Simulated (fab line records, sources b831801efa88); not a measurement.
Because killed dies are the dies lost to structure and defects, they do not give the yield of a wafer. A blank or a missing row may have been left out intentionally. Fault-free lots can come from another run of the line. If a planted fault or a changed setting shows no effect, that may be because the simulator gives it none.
The tool behind it: which one?	flow gf180mcu	12 lots, 36 wafers sampled, at 5 steps of a route of 602

## WHAT THE GAUGES READ, wafer by wafer
GF_VT_IMPLANT_OVL_MEAS_18. Usual: VT_IMPLANT_01_OVL gives 0.5 nm (standard deviation 1.5).
lot	measured	on	VT_IMPLANT_01_OVL (nm)	flag
L343	day 6 20:00	overlay-02	3.1 1.5 2.0	
L344	day 7 00:40	overlay-01	1.2 0.7 1.3	
L345	day 7 05:59	overlay-02	-1.1 1.2 1.5	
L346	day 7 13:13	overlay-02	-0.1 -0.4 0.6	
L349	day 8 07:07	overlay-02	0.3 -1.2 -2.2	
L350	day 8 11:38	overlay-02	-0.9 1.8 0.8	
L351	day 8 22:46	overlay-02	2.3 1.6 1.3	
L352	day 9 04:05	overlay-02	- - -	OFF
L356	day 10 03:55	overlay-02	0.8 1.1 -0.1	
L360	day 11 09:11	overlay-02	0.1 0.6 -0.7	
L362	day 11 19:31	overlay-02	-1.9 -1.8 -0.8	
L364	day 12 10:02	overlay-01	1.7 1.7 2.4	

GF_VT_IMPLANT_TW_MEAS_21. Usual: VT_IMPLANT_2_TW gives 1205 (standard deviation 6.7).
lot	measured	on	VT_IMPLANT_2_TW	flag
L343	day 6 20:17	filmMetro-03	1202 1198 1198	
L344	day 7 00:58	filmMetro-04	1217 1210 1207	
L345	day 7 06:17	filmMetro-04	1205 1202 1201	
L346	day 7 13:30	filmMetro-02	1203 1212 1205	
L349	day 8 07:24	filmMetro-02	1205 1200 1202	
L350	day 8 11:55	filmMetro-04	1199 1209 1204	
L351	day 8 23:03	filmMetro-02	1209 1201 1210	
L352	day 9 04:22	filmMetro-03	30 29 29	OFF
L356	day 10 04:12	filmMetro-02	1211 1216 1213	
L360	day 11 09:28	filmMetro-02	1213 1208 1208	
L362	day 11 19:49	filmMetro-03	1202 1195 1198	
L364	day 12 10:20	filmMetro-02	1209 1215 1211	

GF_VT_IMPLANT_TW_MEAS_32. Usual: VT_IMPLANT_3_TW gives 265.9 (standard deviation 1.4).
lot	measured	on	VT_IMPLANT_3_TW	flag
L343	day 7 12:10	filmMetro-03	265.0 264.8 265.2	
L344	day 7 17:13	filmMetro-03	263.2 265.3 265.6	
L345	day 7 22:05	filmMetro-03	264.3 264.4 263.9	
L346	day 8 05:48	filmMetro-02	266.6 267.5 266.5	
L349	day 8 23:54	filmMetro-02	264.3 265.9 264.7	
L350	day 9 05:35	filmMetro-04	266.6 266.7 267.5	
L351	day 9 16:15	filmMetro-02	266.9 267.9 269.4	
L352	day 9 21:51	filmMetro-04	1205.0 1198.3 1205.9	OFF
L356	day 10 23:02	filmMetro-04	264.7 264.7 265.1	
L360	day 12 04:45	filmMetro-03	265.8 263.6 265.3	
L362	day 12 15:31	filmMetro-03	266.3 265.0 265.1	
L364	day 13 06:26	filmMetro-03	266.1 266.8 265.7	

GF_SAB_OVL_MEAS_10. Usual: SAB_OVL gives 0.4 nm (standard deviation 1.6).
lot	measured	on	SAB_OVL (nm)	flag
L343	day 15 21:35	overlay-02	0.3 -1.4 2.3	
L344	day 16 07:14	overlay-01	-0.4 0.3 0.6	
L345	day 16 11:47	overlay-02	-0.9 0.9 2.2	
L346	day 16 23:41	overlay-02	-0.6 1.0 -1.3	
L349	day 17 22:53	overlay-01	5.2 4.7 2.8	
L350	day 18 03:24	overlay-01	-0.1 -1.9 -0.8	
L351	day 18 21:05	overlay-01	-2.9 -0.5 0.9	
L356	day 20 14:49	overlay-01	1.7 1.2 2.2	
L360	day 22 04:27	overlay-01	-0.5 -1.1 -0.3	
L362	day 22 23:04	overlay-01	-0.4 0.9 -1.2	
L364	day 23 12:19	overlay-02	0.2 -0.3 -0.6	

## WHAT TOOL EACH LOT RAN ON (gives the tool, then ch and the chambers of the sampled wafers, and finally the start)
lot	GF_VT_IMPLANT_EXPOSE_15
L343	ilineStepper-01 ch 0, day 6 12:15
L344	ilineStepper-01 ch 0, day 6 17:29
L345	ilineStepper-02 ch 0, day 6 22:35
L346	ilineStepper-02 ch 0, day 7 05:22
L349	ilineStepper-02 ch 0, day 7 23:22
L350	ilineStepper-02 ch 0, day 8 03:27
L351	ilineStepper-01 ch 0, day 8 14:32
L352	ilineStepper-02 ch 0, day 8 20:09
L356	ilineStepper-02 ch 0, day 9 19:19
L360	ilineStepper-01 ch 0, day 11 00:08
L362	ilineStepper-02 ch 0, day 11 10:14
L364	ilineStepper-02 ch 0, day 12 00:43
- GF_VT_IMPLANT_EXPOSE_15: exposes mask Nwell LV AREA, target cd 860 nm.

## WHAT THE TOOLS THEMSELVES READ (means of the sampled wafers that have a number; where no wafer has one, the mark that the record gives instead)
GF_VT_IMPLANT_EXPOSE_15. Usual: exposureDoseMJCm2 at 140.02, with a standard deviation of 0.14.
lot	tool	exposureDoseMJCm2	flag
L343	ilineStepper-01	139.85	
L344	ilineStepper-01	139.91	
L345	ilineStepper-02	139.89	
L346	ilineStepper-02	140.04	
L349	ilineStepper-02	139.94	
L350	ilineStepper-02	139.97	
L351	ilineStepper-01	139.95	
L352	ilineStepper-02	139.95	
L356	ilineStepper-02	140.02	
L360	ilineStepper-01	139.86	
L362	ilineStepper-02	140.08	
L364	ilineStepper-02	139.99	

## THE ANSWER, worked out from the rows above alone
Rule: a lot counts as off when the mean over its wafers that have a number is more than 3 standard deviations away from the usual mean. Also off: a lot with no number at a reading for which 4 or more lots have one. All remaining lots with rows at the step are treated as sound. The gauges are gone through in route order, then the tools' own readings, and for those a lot's mean is taken as printed above. The first step at which some lot is off is used, and at that step the reading that is off furthest; a lot without a number counts as furthest.
Off: L352, seen at GF_VT_IMPLANT_OVL_MEAS_18 (VT_IMPLANT_01_OVL). Without a number there: L352.
A tool fits if, at a process step before that reading, it ran every lot that is off, and no sound lot after the first of them. The gauges at GF_VT_IMPLANT_OVL_MEAS_18 aren't tried: what is off there is off at GF_VT_IMPLANT_TW_MEAS_21 too, on other tools, and a gauge's error can't cause that. None of those tried fits.

## WHAT THE SIMULATOR HAD INSERTED
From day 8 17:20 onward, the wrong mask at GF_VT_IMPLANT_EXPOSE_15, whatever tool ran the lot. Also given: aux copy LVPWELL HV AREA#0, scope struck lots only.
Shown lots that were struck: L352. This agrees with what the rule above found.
